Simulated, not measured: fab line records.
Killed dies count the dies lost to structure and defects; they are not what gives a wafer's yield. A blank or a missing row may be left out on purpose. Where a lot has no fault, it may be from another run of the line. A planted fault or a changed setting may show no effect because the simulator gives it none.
Split-lot study	flow gf180mcu	on a route of 602 steps: 5 lots, 23 wafers read

== THE SPLIT ITSELF ==
At GF_TOP_METAL_EXPOSE_11 (exposes mask MetalTop, target cd 440 nm), the setting dose mj was moved away from the recipe's 170 on 9 of the 23 wafers read, by -6.4% to -3.1%. This setting was run at the recipe's value on the other wafers.

== FROM THE SPLIT TO THE READING: what the file shows between them, 2 steps ==
- GF_TOP_METAL_PEB_12
- GF_TOP_METAL_DEVELOP_13: develop time 57.42 s

== THE READING ==
At GF_TOP_METAL_CD_MEAS_14: cd nm in nanometres, against a target cd of 440 nm. On this fab line, fault-free wafers typically give 442.0 nm with a standard deviation of 2.4 nm.

wafer	tool, chamber at the split	dose mj as run	against the recipe	cd nm, nm	against lot-mates on the recipe
L074.2	iline stepper-02, 0	164.8	-3.1%	453.8	+8.5
L074.3	iline stepper-02, 0	170	recipe	445.5	-
L074.4	iline stepper-02, 0	170	recipe	445.1	-
L074.5	iline stepper-02, 0	164.8	-3.1%	453.5	+8.2
L074.6	iline stepper-02, 0	164.8	-3.1%	453.3	+8.0
L078.1	iline stepper-01, 0	163.7	-3.7%	447.4	+9.8
L078.2	iline stepper-01, 0	170	recipe	438.4	-
L078.4	iline stepper-01, 0	170	recipe	436.9	-
L078.5	iline stepper-01, 0	163.7	-3.7%	447.6	+10.0
L078.6	iline stepper-01, 0	163.7	-3.7%	445.9	+8.2
L082.2	iline stepper-01, 0	170	recipe	441.2	-
L082.3	iline stepper-01, 0	170	recipe	444.7	-
L082.4	iline stepper-01, 0	170	recipe	445.1	-
L084.1	iline stepper-01, 0	170	recipe	441.1	-
L084.2	iline stepper-01, 0	170	recipe	440.7	-
L084.3	iline stepper-01, 0	170	recipe	439.4	-
L084.4	iline stepper-01, 0	170	recipe	439.7	-
L084.6	iline stepper-01, 0	170	recipe	441.6	-
L085.1	iline stepper-01, 0	170	recipe	443.9	-
L085.3	iline stepper-01, 0	170	recipe	442.5	-
L085.4	iline stepper-01, 0	159.2	-6.4%	464.2	+21.0
L085.5	iline stepper-01, 0	159.2	-6.4%	462.4	+19.2
L085.6	iline stepper-01, 0	159.2	-6.4%	460.8	+17.6

THE FIT
A straight line over all 23 wafers: cd nm changes by -2.97 nm for each +1% of dose mj; r = -0.91; the points scatter about the line by 3.4 nm.
The same after taking each lot's own level away (the mean of its wafers on the recipe; 23 wafers): -2.9 nm for each +1%; r = -0.99; scatter 1.2 nm.
Per that fit: largest dose mj move, reading shift of 18 nm.
Measured against the standard deviation above, the lots' own levels, which go from 437.65 to 445.30 nm, span 3.2 times it.
Consequently the slope shifts little with the lot-to-lot level, the two slopes agreeing.
Check: with one of the wafers moved furthest among these (-6.4%) left out of the fit, the line predicts +17.5 nm for it against its lot-mates. It came out at +21 nm against them.

== THESE WAFERS: OTHER SPLITS ==
Note: prior to the reading, these wafers also went through further splits. Each is held against what the fit with the lots' levels taken away leaves over:
other split on the same wafers	wafers away from the commonest value	r with cd nm (lot level and that fit taken away)
GF_MIM_SPUTTER_08 power w	6	+0.05
GF_MIM_METAL_ETCH_19 icp w	7	-0.23
GF_V5_CMP_04 leave above ref nm	8	+0.28
GF_V5_PEB_12 peb temp c	9	+0.17
GF_TOP_METAL_SPUTTER_00 power w	9	-0.27
GF_TOP_METAL_SPUTTER_02 time s	5	-0.02

== THE WHOLE CHAIN: every reading that the file lists as answering this split, in the file's order ==
step	what it does	reading	change (the file's fit)	r (the file's)
GF_TOP_METAL_DEVELOP_13	develop time 57.42 s	TOP_METAL.cd nm (the simulator's own value, which no gauge read)	-2.9 nm for each +1% of the setting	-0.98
GF_TOP_METAL_CD_MEAS_14	target cd 440 nm	cd nm	-2.87 nm for each +1% of the setting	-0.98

== THE FILE'S OWN FIT ==
cd nm changes by -2.87 nm for each +1% of dose mj, r = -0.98.
